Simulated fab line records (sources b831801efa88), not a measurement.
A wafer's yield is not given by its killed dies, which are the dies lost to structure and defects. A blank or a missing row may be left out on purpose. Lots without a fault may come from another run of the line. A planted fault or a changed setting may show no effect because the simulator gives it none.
Which tool is to blame? | flow gf180mcu | 7 lots with 21 wafers sampled at 3 steps, on a route of 602 steps

WHAT THE GAUGES SHOWED, per wafer
GF_MVPSD_TW_MEAS_11.
lot  | measured     | on            | MVPSD_TW
L172 | day 5 21:58  | film_metro-03 | 549 550 549
L174 | day 6 09:59  | film_metro-02 | 549 551 552
L176 | day 6 23:48  | film_metro-03 | 546 545 545
L180 | day 7 21:57  | film_metro-02 | 555 554 553
L187 | day 9 12:26  | film_metro-02 | 30 30 30
L189 | day 10 00:20 | film_metro-03 | 546 542 546
L191 | day 10 10:26 | film_metro-02 | 550 552 552

TOOL THAT RAN EACH LOT (tool first, then ch and the chambers of the sampled wafers, then the start)
lot  | GF_MVSD_STRIP_10                    | GF_MVPSD_STRIP_10
L172 | plasma_asher-04 ch 0,1, day 5 06:47 | plasma_asher-03 ch 0,1, day 5 21:52
L174 | plasma_asher-01 ch 0,1, day 5 18:18 | plasma_asher-04 ch 0,1, day 6 09:53
L176 | plasma_asher-01 ch 0,1, day 6 07:39 | plasma_asher-02 ch 0,1, day 6 23:42
L180 | plasma_asher-03 ch 0,1, day 7 05:03 | plasma_asher-02 ch 0,1, day 7 21:51
L187 | plasma_asher-03 ch 0,1, day 8 19:18 | plasma_asher-04 ch 0,1, day 9 12:20
L189 | plasma_asher-01 ch 0,1, day 9 06:27 | plasma_asher-02 ch 0,1, day 10 00:14
L191 | plasma_asher-04 ch 0, day 9 16:15   | plasma_asher-02 ch 0,1, day 10 10:20
- GF_MVSD_STRIP_10: strips in O2/N2.
- GF_MVPSD_STRIP_10: strips in O2/N2.

THE ANSWER, worked out from the rows above alone
Rule: what is usual is taken from the lots themselves. The widest of any qualifying gaps counts: lots, ordered by their means at a reading, are off when they make up no more than a third of the lots, leave a main group of 4 or more, and stand apart from it by 3 or more times the standard deviation of that group's means. If all means in a main group match to the digits the tables above print for the reading, that group is not used. A lot without any number at a reading at which 4 lots or more have one is off too. All remaining lots with rows at the step are treated as sound.
Off: L187, seen at GF_MVPSD_TW_MEAS_11 (MVPSD_TW). For the main group the mean is 549 and the standard deviation 3.3.
A tool fits if, at a process step before that reading, it ran every lot that is off, and no sound lot after the first of them. The gauges at GF_MVPSD_TW_MEAS_11 are tried like those tools. This does not decide it: 2 tools fit, namely plasma_asher-03 at GF_MVSD_STRIP_10 and plasma_asher-04 at GF_MVPSD_STRIP_10.

WHAT THE SIMULATOR HAD PUT IN
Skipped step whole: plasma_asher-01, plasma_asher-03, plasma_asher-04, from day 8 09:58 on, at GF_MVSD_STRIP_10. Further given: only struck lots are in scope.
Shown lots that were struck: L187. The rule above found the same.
